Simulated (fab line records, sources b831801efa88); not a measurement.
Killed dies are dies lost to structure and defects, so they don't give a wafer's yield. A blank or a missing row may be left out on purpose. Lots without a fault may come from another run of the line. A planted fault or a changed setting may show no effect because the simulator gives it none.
Which tool did it? | flow gf180mcu | 13 lots, 39 wafers sampled, at 2 steps of a route of 602

WHAT THE GAUGES READ, wafer by wafer
GF_M3_CD_MEAS_14: target cd 280 nm.
lot  | measured     | on        | cd_nm (nm)
L483 | day 21 23:29 | cd_sem-02 | 279.7 279.2 278.6
L484 | day 22 03:52 | cd_sem-01 | 280.8 280.7 281.1
L485 | day 22 09:22 | cd_sem-02 | 278.4 278.4 278.1
L487 | day 23 05:34 | cd_sem-02 | 277.9 276.8 277.7
L490 | day 24 07:25 | cd_sem-01 | 279.5 280.7 280.5
L497 | day 27 01:31 | cd_sem-01 | 281.2 283.6 281.3
L499 | day 27 04:50 | cd_sem-02 | 277.1 277.6 279.2
L500 | day 27 18:31 | cd_sem-02 | 280.0 280.4 280.4
L502 | day 28 01:49 | cd_sem-02 | 281.8 282.4 283.2
L501 | day 28 02:31 | cd_sem-01 | 280.5 281.2 281.0
L503 | day 28 05:55 | cd_sem-02 | 280.1 281.3 280.4
L504 | day 28 17:13 | cd_sem-02 | 280.8 279.1 279.8
L505 | day 28 22:16 | cd_sem-01 | 279.6 280.7 281.2

WHICH TOOL RAN EACH LOT (tool, then ch and the chambers of the sampled wafers, then the start)
lot  | GF_M3_SPUTTER_02
L483 | pvd_sputter-01, day 21 00:02
L484 | pvd_sputter-04, day 21 04:02
L485 | pvd_sputter-04, day 21 10:17
L487 | pvd_sputter-04, day 22 06:31
L490 | pvd_sputter-03, day 23 08:56
L497 | pvd_sputter-04, day 26 04:44
L499 | pvd_sputter-03, day 26 08:19
L500 | pvd_sputter-04, day 26 22:25
L502 | pvd_sputter-01, day 27 05:40
L501 | pvd_sputter-03, day 27 06:10
L503 | pvd_sputter-03, day 27 09:52
L504 | pvd_sputter-04, day 27 23:07
L505 | pvd_sputter-04, day 28 03:07
- GF_M3_SPUTTER_02: material AlCu, target thk 450 nm, time 23.9 s.

WHAT THE TOOLS THEMSELVES READ (means of the sampled wafers that have a number; where no wafer has one, the mark that the record gives instead)
GF_M3_SPUTTER_02.
lot  | tool           | throttle_valve_pct (%)
L483 | pvd_sputter-01 | 30.3
L484 | pvd_sputter-04 | 30.0
L485 | pvd_sputter-04 | 30.1
L487 | pvd_sputter-04 | 30.0
L490 | pvd_sputter-03 | 30.3
L497 | pvd_sputter-04 | 30.1
L499 | pvd_sputter-03 | 30.3
L500 | pvd_sputter-04 | 30.3
L502 | pvd_sputter-01 | 30.4
L501 | pvd_sputter-03 | 30.5
L503 | pvd_sputter-03 | 30.0
L504 | pvd_sputter-04 | 30.2
L505 | pvd_sputter-04 | 30.4

THE ANSWER, worked out from the rows above alone
Rule: what is usual is taken from the lots themselves. Put in order of their means at a reading, lots are off if they are a third of the lots or fewer, leave a main group of 4 or more, and stand apart from it by a gap of 3 or more times the standard deviation of the main group's means; of several such gaps the widest counts. A main group whose means are all the same, to the digits that the tables above print for the reading, isn't used. A lot without any number at a reading at which 4 lots or more have one is off too. The other lots that the step has rows for count as sound. The gauges are gone through in route order, then the tools' own readings, and for those a lot's mean is taken as printed above. The first step at which some lot is off is used, and at that step the reading that is off furthest; a lot without a number counts as furthest.
No lot is off at any reading shown: from this, nothing can be told.

WHAT THE SIMULATOR HAD PUT IN
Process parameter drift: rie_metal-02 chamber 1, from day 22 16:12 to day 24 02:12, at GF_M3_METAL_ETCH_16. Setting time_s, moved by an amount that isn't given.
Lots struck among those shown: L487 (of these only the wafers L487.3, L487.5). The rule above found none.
